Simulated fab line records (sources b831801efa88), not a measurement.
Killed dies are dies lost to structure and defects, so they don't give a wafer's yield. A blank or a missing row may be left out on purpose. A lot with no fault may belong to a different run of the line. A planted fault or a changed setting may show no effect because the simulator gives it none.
Which tool was responsible? :: flow sfqLine :: 15 lots with 45 wafers sampled at 5 steps, on a route of 325 steps

== WHAT THE GAUGES SHOWED, per wafer ==
SFQ_I2_OVL_MEAS_918. Usual: I2_OVL 0 nm, standard deviation 5.
lot: L587
measured: day 36 20:05
on: overlay-01
I2_OVL (nm): -4 -4 -3
flag: 

lot: L589
measured: day 37 02:06
on: overlay-02
I2_OVL (nm): -3 -4 -2
flag: 

lot: L591
measured: day 39 09:17
on: overlay-01
I2_OVL (nm): 4 6 7
flag: 

lot: L593
measured: day 39 14:05
on: overlay-02
I2_OVL (nm): 3 1 0
flag: 

lot: L594
measured: day 39 15:17
on: overlay-02
I2_OVL (nm): -11 -6 -2
flag: 

lot: L596
measured: day 40 23:08
on: overlay-01
I2_OVL (nm): -6 -1 4
flag: 

lot: L597
measured: day 41 07:33
on: overlay-02
I2_OVL (nm): 3 -2 2
flag: 

lot: L598
measured: day 42 00:21
on: overlay-02
I2_OVL (nm): 1 2 -3
flag: 

lot: L604
measured: day 42 17:08
on: overlay-02
I2_OVL (nm): -2 -2 -4
flag: 

lot: L605
measured: day 42 18:21
on: overlay-02
I2_OVL (nm): -8 -9 -11
flag: 

lot: L606
measured: day 42 22:04
on: overlay-02
I2_OVL (nm): -5 2 4
flag: 

lot: L607
measured: day 43 00:28
on: overlay-02
I2_OVL (nm): 11 6 9
flag: 

lot: L608
measured: day 43 01:47
on: overlay-02
I2_OVL (nm): 5 2 3
flag: 

lot: L609
measured: day 43 03:00
on: overlay-02
I2_OVL (nm): 2 -1 -1
flag: 

lot: L610
measured: day 43 06:54
on: overlay-02
I2_OVL (nm): -3 0 0
flag: 

SFQ_M3_RS_MEAS_919: the measuring method here is four-point-probe. Usual: M3_NB_RS 0.892 ohm/sq, standard deviation 0.012.
lot: L587
measured: day 36 22:11
on: filmMetro-02
M3_NB_RS (ohm/sq): 0.897 0.893 0.893
flag: 

lot: L589
measured: day 37 03:13
on: filmMetro-02
M3_NB_RS (ohm/sq): 0.887 0.902 0.894
flag: 

lot: L591
measured: day 39 10:23
on: filmMetro-02
M3_NB_RS (ohm/sq): 0.911 0.897 0.917
flag: 

lot: L593
measured: day 39 15:11
on: filmMetro-04
M3_NB_RS (ohm/sq): 0.902 0.903 0.899
flag: 

lot: L594
measured: day 39 16:22
on: filmMetro-04
M3_NB_RS (ohm/sq): 0.899 0.901 0.892
flag: 

lot: L596
measured: day 41 00:14
on: filmMetro-03
M3_NB_RS (ohm/sq): - - -
flag: OFF

lot: L597
measured: day 41 08:41
on: filmMetro-04
M3_NB_RS (ohm/sq): - - -
flag: OFF

lot: L598
measured: day 42 01:28
on: filmMetro-04
M3_NB_RS (ohm/sq): - - -
flag: OFF

lot: L604
measured: day 42 18:14
on: filmMetro-02
M3_NB_RS (ohm/sq): 0.883 0.897 0.876
flag: 

lot: L605
measured: day 42 19:29
on: filmMetro-03
M3_NB_RS (ohm/sq): 0.896 0.909 0.905
flag: 

lot: L606
measured: day 42 23:08
on: filmMetro-02
M3_NB_RS (ohm/sq): 0.869 0.886 0.890
flag: 

lot: L607
measured: day 43 01:34
on: filmMetro-04
M3_NB_RS (ohm/sq): 0.891 0.898 0.905
flag: 

lot: L608
measured: day 43 02:52
on: filmMetro-02
M3_NB_RS (ohm/sq): 0.887 0.875 0.883
flag: 

lot: L609
measured: day 43 04:08
on: filmMetro-04
M3_NB_RS (ohm/sq): 0.877 0.883 0.867
flag: 

lot: L610
measured: day 43 07:59
on: filmMetro-03
M3_NB_RS (ohm/sq): 0.884 0.882 0.880
flag: 

== TOOL THAT RAN EACH LOT (tool first, then ch and the chambers of the sampled wafers, then the start) ==
lot: L587
SFQ_TRILAYER_I1_METRO_MEASURE_047: filmMetro-01, day 22 08:17
SFQ_TRILAYER_I1_VIA_STRIP_STRIP_053: rieMetal-04 ch 0,1, day 23 11:43
SFQ_TRILAYER_M3_DEP_SPUTTER_073: pvdSputter-04, day 36 22:05

lot: L589
SFQ_TRILAYER_I1_METRO_MEASURE_047: filmMetro-04, day 23 08:39
SFQ_TRILAYER_I1_VIA_STRIP_STRIP_053: rieMetal-01 ch 0,1, day 23 15:31
SFQ_TRILAYER_M3_DEP_SPUTTER_073: pvdSputter-04, day 37 03:05

lot: L591
SFQ_TRILAYER_I1_METRO_MEASURE_047: filmMetro-01, day 24 18:45
SFQ_TRILAYER_I1_VIA_STRIP_STRIP_053: rieMetal-04 ch 0,1, day 25 23:42
SFQ_TRILAYER_M3_DEP_SPUTTER_073: pvdSputter-04, day 39 10:16

lot: L593
SFQ_TRILAYER_I1_METRO_MEASURE_047: filmMetro-02, day 25 12:46
SFQ_TRILAYER_I1_VIA_STRIP_STRIP_053: rieMetal-04 ch 1, day 26 02:06
SFQ_TRILAYER_M3_DEP_SPUTTER_073: pvdSputter-04, day 39 15:04

lot: L594
SFQ_TRILAYER_I1_METRO_MEASURE_047: filmMetro-01, day 26 00:33
SFQ_TRILAYER_I1_VIA_STRIP_STRIP_053: rieMetal-04 ch 0,1, day 26 04:11
SFQ_TRILAYER_M3_DEP_SPUTTER_073: pvdSputter-06, day 39 16:16

lot: L596
SFQ_TRILAYER_I1_METRO_MEASURE_047: filmMetro-01, day 27 05:16
SFQ_TRILAYER_I1_VIA_STRIP_STRIP_053: rieMetal-04 ch 0, day 27 08:54
SFQ_TRILAYER_M3_DEP_SPUTTER_073: pvdSputter-04, day 41 00:08

lot: L597
SFQ_TRILAYER_I1_METRO_MEASURE_047: filmMetro-02, day 27 13:05
SFQ_TRILAYER_I1_VIA_STRIP_STRIP_053: rieMetal-04 ch 0, day 27 16:43
SFQ_TRILAYER_M3_DEP_SPUTTER_073: pvdSputter-03, day 41 08:34

lot: L598
SFQ_TRILAYER_I1_METRO_MEASURE_047: filmMetro-04, day 28 10:41
SFQ_TRILAYER_I1_VIA_STRIP_STRIP_053: rieMetal-01 ch 0,1, day 28 14:07
SFQ_TRILAYER_M3_DEP_SPUTTER_073: pvdSputter-04, day 42 01:20

lot: L604
SFQ_TRILAYER_I1_METRO_MEASURE_047: filmMetro-02, day 29 02:12
SFQ_TRILAYER_I1_VIA_STRIP_STRIP_053: rieMetal-01 ch 0, day 29 05:38
SFQ_TRILAYER_M3_DEP_SPUTTER_073: pvdSputter-04, day 42 18:08

lot: L605
SFQ_TRILAYER_I1_METRO_MEASURE_047: filmMetro-04, day 29 05:36
SFQ_TRILAYER_I1_VIA_STRIP_STRIP_053: rieMetal-03 ch 0,1, day 29 09:26
SFQ_TRILAYER_M3_DEP_SPUTTER_073: pvdSputter-06, day 42 19:20

lot: L606
SFQ_TRILAYER_I1_METRO_MEASURE_047: filmMetro-02, day 29 06:05
SFQ_TRILAYER_I1_VIA_STRIP_STRIP_053: rieMetal-01 ch 0,1, day 29 10:26
SFQ_TRILAYER_M3_DEP_SPUTTER_073: pvdSputter-04, day 42 23:03

lot: L607
SFQ_TRILAYER_I1_METRO_MEASURE_047: filmMetro-04, day 29 08:12
SFQ_TRILAYER_I1_VIA_STRIP_STRIP_053: rieMetal-01 ch 0, day 29 12:50
SFQ_TRILAYER_M3_DEP_SPUTTER_073: pvdSputter-06, day 43 01:27

lot: L608
SFQ_TRILAYER_I1_METRO_MEASURE_047: filmMetro-02, day 29 09:13
SFQ_TRILAYER_I1_VIA_STRIP_STRIP_053: rieMetal-03 ch 0,1, day 29 14:02
SFQ_TRILAYER_M3_DEP_SPUTTER_073: pvdSputter-03, day 43 02:47

lot: L609
SFQ_TRILAYER_I1_METRO_MEASURE_047: filmMetro-04, day 29 11:36
SFQ_TRILAYER_I1_VIA_STRIP_STRIP_053: rieMetal-04 ch 0,1, day 36 01:10
SFQ_TRILAYER_M3_DEP_SPUTTER_073: pvdSputter-04, day 43 03:59

lot: L610
SFQ_TRILAYER_I1_METRO_MEASURE_047: filmMetro-02, day 29 15:15
SFQ_TRILAYER_I1_VIA_STRIP_STRIP_053: rieMetal-04 ch 0,1, day 36 08:10
SFQ_TRILAYER_M3_DEP_SPUTTER_073: pvdSputter-03, day 43 07:54
- SFQ_TRILAYER_I1_METRO_MEASURE_047
- SFQ_TRILAYER_I1_VIA_STRIP_STRIP_053: strips in O2.
- SFQ_TRILAYER_M3_DEP_SPUTTER_073: material Nb, target thk 200 nm, time 133.3 s.

== WHAT THE TOOLS THEMSELVES READ (means of the sampled wafers that have a number; where no wafer has one, the mark that the record gives instead) ==
SFQ_TRILAYER_I1_METRO_MEASURE_047. Usual: thkNm reads 200.1 nm (standard deviation 1.3).
lot: L587
tool: filmMetro-01
thkNm (nm): 200.6
flag: 

lot: L589
tool: filmMetro-04
thkNm (nm): 199.4
flag: 

lot: L591
tool: filmMetro-01
thkNm (nm): 201.1
flag: 

lot: L593
tool: filmMetro-02
thkNm (nm): 198.6
flag: 

lot: L594
tool: filmMetro-01
thkNm (nm): 199.9
flag: 

lot: L596
tool: filmMetro-01
thkNm (nm): 200.8
flag: 

lot: L597
tool: filmMetro-02
thkNm (nm): 201.6
flag: 

lot: L598
tool: filmMetro-04
thkNm (nm): 199.0
flag: 

lot: L604
tool: filmMetro-02
thkNm (nm): 199.2
flag: 

lot: L605
tool: filmMetro-04
thkNm (nm): 198.0
flag: 

lot: L606
tool: filmMetro-02
thkNm (nm): 201.2
flag: 

lot: L607
tool: filmMetro-04
thkNm (nm): 198.7
flag: 

lot: L608
tool: filmMetro-02
thkNm (nm): 201.0
flag: 

lot: L609
tool: filmMetro-04
thkNm (nm): 200.1
flag: 

lot: L610
tool: filmMetro-02
thkNm (nm): 200.0
flag: 

SFQ_TRILAYER_I1_VIA_STRIP_STRIP_053. Usual: drypumpMotorCurrentA 5.8 A, standard deviation 0.33; oesProductAu 0.996 a.u., standard deviation 0.0084.
lot: L587
tool: rieMetal-04
drypumpMotorCurrentA (A): 5.6
oesProductAu (a.u.): 1.000
flag: 

lot: L589
tool: rieMetal-01
drypumpMotorCurrentA (A): 6.1
oesProductAu (a.u.): 0.996
flag: 

lot: L591
tool: rieMetal-04
drypumpMotorCurrentA (A): 5.6
oesProductAu (a.u.): 0.994
flag: 

lot: L593
tool: rieMetal-04
drypumpMotorCurrentA (A): 5.5
oesProductAu (a.u.): 0.994
flag: 

lot: L594
tool: rieMetal-04
drypumpMotorCurrentA (A): 5.6
oesProductAu (a.u.): 1.002
flag: 

lot: L596
tool: rieMetal-04
drypumpMotorCurrentA (A): 5.8
oesProductAu (a.u.): 0.998
flag: 

lot: L597
tool: rieMetal-04
drypumpMotorCurrentA (A): 5.8
oesProductAu (a.u.): 0.992
flag: 

lot: L598
tool: rieMetal-01
drypumpMotorCurrentA (A): 6.0
oesProductAu (a.u.): 0.990
flag: 

lot: L604
tool: rieMetal-01
drypumpMotorCurrentA (A): 5.9
oesProductAu (a.u.): 0.983
flag: 

lot: L605
tool: rieMetal-03
drypumpMotorCurrentA (A): 5.7
oesProductAu (a.u.): 1.004
flag: 

lot: L606
tool: rieMetal-01
drypumpMotorCurrentA (A): 6.0
oesProductAu (a.u.): 0.988
flag: 

lot: L607
tool: rieMetal-01
drypumpMotorCurrentA (A): 5.9
oesProductAu (a.u.): 0.984
flag: 

lot: L608
tool: rieMetal-03
drypumpMotorCurrentA (A): 5.4
oesProductAu (a.u.): 0.996
flag: 

lot: L609
tool: rieMetal-04
drypumpMotorCurrentA (A): 5.6
oesProductAu (a.u.): 0.986
flag: 

lot: L610
tool: rieMetal-04
drypumpMotorCurrentA (A): 5.7
oesProductAu (a.u.): 0.992
flag: 

SFQ_TRILAYER_M3_DEP_SPUTTER_073. Usual: basePressurePa 1.33e-06 Pa, standard deviation 8.6e-08; cathodeDcPowerW 2000.0 W, standard deviation 0.37; chamberPressurePa 0.13331 Pa, standard deviation 0.00027; throttleValvePct 30.4 %, standard deviation 1.4.
lot: L587
tool: pvdSputter-04
basePressurePa (Pa): 1.34e-06
cathodeDcPowerW (W): 1999.9
chamberPressurePa (Pa): 0.13340
throttleValvePct (%): 30.0
flag: 

lot: L589
tool: pvdSputter-04
basePressurePa (Pa): 1.35e-06
cathodeDcPowerW (W): 1999.6
chamberPressurePa (Pa): 0.13353
throttleValvePct (%): 30.8
flag: 

lot: L591
tool: pvdSputter-04
basePressurePa (Pa): 1.34e-06
cathodeDcPowerW (W): 2000.0
chamberPressurePa (Pa): 0.13341
throttleValvePct (%): 30.8
flag: 

lot: L593
tool: pvdSputter-04
basePressurePa (Pa): 1.39e-06
cathodeDcPowerW (W): 1999.9
chamberPressurePa (Pa): 0.13304
throttleValvePct (%): 29.6
flag: 

lot: L594
tool: pvdSputter-06
basePressurePa (Pa): 1.38e-06
cathodeDcPowerW (W): 2000.3
chamberPressurePa (Pa): 0.13318
throttleValvePct (%): 28.5
flag: 

lot: L596
tool: pvdSputter-04
basePressurePa (Pa): -
cathodeDcPowerW (W): -
chamberPressurePa (Pa): -
throttleValvePct (%): -
flag: OFF

lot: L597
tool: pvdSputter-03
basePressurePa (Pa): -
cathodeDcPowerW (W): -
chamberPressurePa (Pa): -
throttleValvePct (%): -
flag: OFF

lot: L598
tool: pvdSputter-04
basePressurePa (Pa): -
cathodeDcPowerW (W): -
chamberPressurePa (Pa): -
throttleValvePct (%): -
flag: OFF

lot: L604
tool: pvdSputter-04
basePressurePa (Pa): 1.23e-06
cathodeDcPowerW (W): 1999.7
chamberPressurePa (Pa): 0.13351
throttleValvePct (%): 29.7
flag: 

lot: L605
tool: pvdSputter-06
basePressurePa (Pa): 1.29e-06
cathodeDcPowerW (W): 2000.3
chamberPressurePa (Pa): 0.13328
throttleValvePct (%): 30.9
flag: 

lot: L606
tool: pvdSputter-04
basePressurePa (Pa): 1.36e-06
cathodeDcPowerW (W): 1999.9
chamberPressurePa (Pa): 0.13304
throttleValvePct (%): 30.1
flag: 

lot: L607
tool: pvdSputter-06
basePressurePa (Pa): 1.31e-06
cathodeDcPowerW (W): 1999.6
chamberPressurePa (Pa): 0.13322
throttleValvePct (%): 30.2
flag: 

lot: L608
tool: pvdSputter-03
basePressurePa (Pa): 1.34e-06
cathodeDcPowerW (W): 2000.0
chamberPressurePa (Pa): 0.13339
throttleValvePct (%): 30.9
flag: 

lot: L609
tool: pvdSputter-04
basePressurePa (Pa): 1.35e-06
cathodeDcPowerW (W): 2000.0
chamberPressurePa (Pa): 0.13341
throttleValvePct (%): 30.2
flag: 

lot: L610
tool: pvdSputter-03
basePressurePa (Pa): 1.29e-06
cathodeDcPowerW (W): 1999.7
chamberPressurePa (Pa): 0.13313
throttleValvePct (%): 31.2
flag: 

== THE ANSWER, worked out from the rows above alone ==
Rule: a lot counts as off when the mean over its wafers that have a number is more than 3 standard deviations away from the usual mean. A lot without any number at a reading at which 4 lots or more have one is off too. The other lots that the step has rows for count as sound. After the gauges, taken in route order, come the tools' own readings; for these a lot's mean is taken, as printed above. The first step at which some lot is off is used, and at that step the reading that is off furthest; a lot without a number counts as furthest.
Off: at SFQ_M3_RS_MEAS_919 (M3_NB_RS), L596, L597, L598. Without a number there: L596, L597, L598.
If a tool, at a process step before that reading, ran all the lots that are off and no sound lot after the first of them, it fits. Not tried: the gauges at SFQ_M3_RS_MEAS_919; whatever is off there is also off at SFQ_TRILAYER_M3_DEP_SPUTTER_073, on other tools, and gauge error can't account for it. None of those tried fits.

== WHAT HAD BEEN PUT IN BY THE SIMULATOR ==
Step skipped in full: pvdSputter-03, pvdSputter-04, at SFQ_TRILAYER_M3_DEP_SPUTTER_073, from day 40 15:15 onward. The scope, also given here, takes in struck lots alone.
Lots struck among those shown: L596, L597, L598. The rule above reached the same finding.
